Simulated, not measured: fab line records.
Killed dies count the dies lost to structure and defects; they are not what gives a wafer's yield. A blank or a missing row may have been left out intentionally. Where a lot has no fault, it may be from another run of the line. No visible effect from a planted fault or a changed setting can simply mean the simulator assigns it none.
A sampling plan put to the test | flow sky130 | one fab line, 8 faults that these records tell of, each judged on the records of the lots that it struck
The plan consists of the line's own looks: route steps at which the wafer is read by a gauge or an inspection but not changed. A look can be judged if struck wafers have a number there and the file gives its usual mean and standard deviation on fault-free wafers. Caught: 4 or more of those standard deviations (sigma) separate the usual mean from the mean of the struck wafers at a look after the fault's first step. On the tool: the same test on the tool's own readings at the fault's steps. A different recipe on the struck wafers counts as caught too, as does a record blank only for those wafers.

THE FAULTS, as the simulator had put them in
1. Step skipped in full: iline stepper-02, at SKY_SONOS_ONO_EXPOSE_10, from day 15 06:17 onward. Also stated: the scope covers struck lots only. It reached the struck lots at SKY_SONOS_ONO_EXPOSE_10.
2. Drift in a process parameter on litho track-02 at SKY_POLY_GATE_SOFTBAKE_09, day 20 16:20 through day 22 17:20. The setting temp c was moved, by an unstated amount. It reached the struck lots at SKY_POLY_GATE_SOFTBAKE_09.
3. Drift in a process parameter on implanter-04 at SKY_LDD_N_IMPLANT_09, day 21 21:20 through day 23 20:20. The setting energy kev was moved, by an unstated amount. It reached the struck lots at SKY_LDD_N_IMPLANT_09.
4. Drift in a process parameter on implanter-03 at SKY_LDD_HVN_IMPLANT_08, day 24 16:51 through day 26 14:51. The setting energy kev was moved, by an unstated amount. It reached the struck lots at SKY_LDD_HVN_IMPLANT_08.
5. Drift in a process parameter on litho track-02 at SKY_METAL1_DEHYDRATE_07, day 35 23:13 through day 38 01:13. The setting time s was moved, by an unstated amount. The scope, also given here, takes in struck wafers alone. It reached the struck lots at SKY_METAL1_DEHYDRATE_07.
6. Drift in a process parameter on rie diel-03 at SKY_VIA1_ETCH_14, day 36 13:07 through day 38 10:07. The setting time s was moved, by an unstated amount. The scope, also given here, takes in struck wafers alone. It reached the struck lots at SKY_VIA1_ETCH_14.
7. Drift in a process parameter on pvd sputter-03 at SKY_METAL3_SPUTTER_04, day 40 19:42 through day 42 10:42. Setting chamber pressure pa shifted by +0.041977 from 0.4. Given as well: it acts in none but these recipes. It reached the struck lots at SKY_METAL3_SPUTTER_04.
8. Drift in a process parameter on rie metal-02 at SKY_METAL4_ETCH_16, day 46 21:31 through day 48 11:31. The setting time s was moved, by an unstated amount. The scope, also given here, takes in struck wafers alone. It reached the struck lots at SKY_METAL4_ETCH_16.

WHAT THE PLAN SAW
fault | on the tool itself                       | first look that catches it     | reading, sigma | median hours from its first step to that look | hours from the fault's start to the first struck lot there | judged looks passed uncaught
1     | no reading that can be judged            | no look after it can be judged | -              | -                                             | -                                                          | 0
2     | plate temp C -32 sigma                   | no look after it can be judged | -              | -                                             | -                                                          | 0
3     | beam energy keV -99 or beyond sigma      | no look after it can be judged | -              | -                                             | -                                                          | 0
4     | beam energy keV +94 sigma                | no look after it can be judged | -              | -                                             | -                                                          | 0
5     | heater power total W +99 or beyond sigma | no look after it can be judged | -              | -                                             | -                                                          | 0
6     | oes product au +20 sigma                 | no look after it can be judged | -              | -                                             | -                                                          | 0
7     | chamber pressure pa +49 sigma            | no look after it can be judged | -              | -                                             | -                                                          | 0
8     | run length s -8.0 sigma                  | no look after it can be judged | -              | -                                             | -                                                          | 0
A dash: the fault isn't caught, or these records don't give the number.

Caught at a look: 0 of 8. Caught on the tool: 7 of 8. By one or the other: 7 of 8.
Faults 2, 3, 4, 5, 6, 7, 8 were caught on the tool alone.
Caught by neither: fault 1.
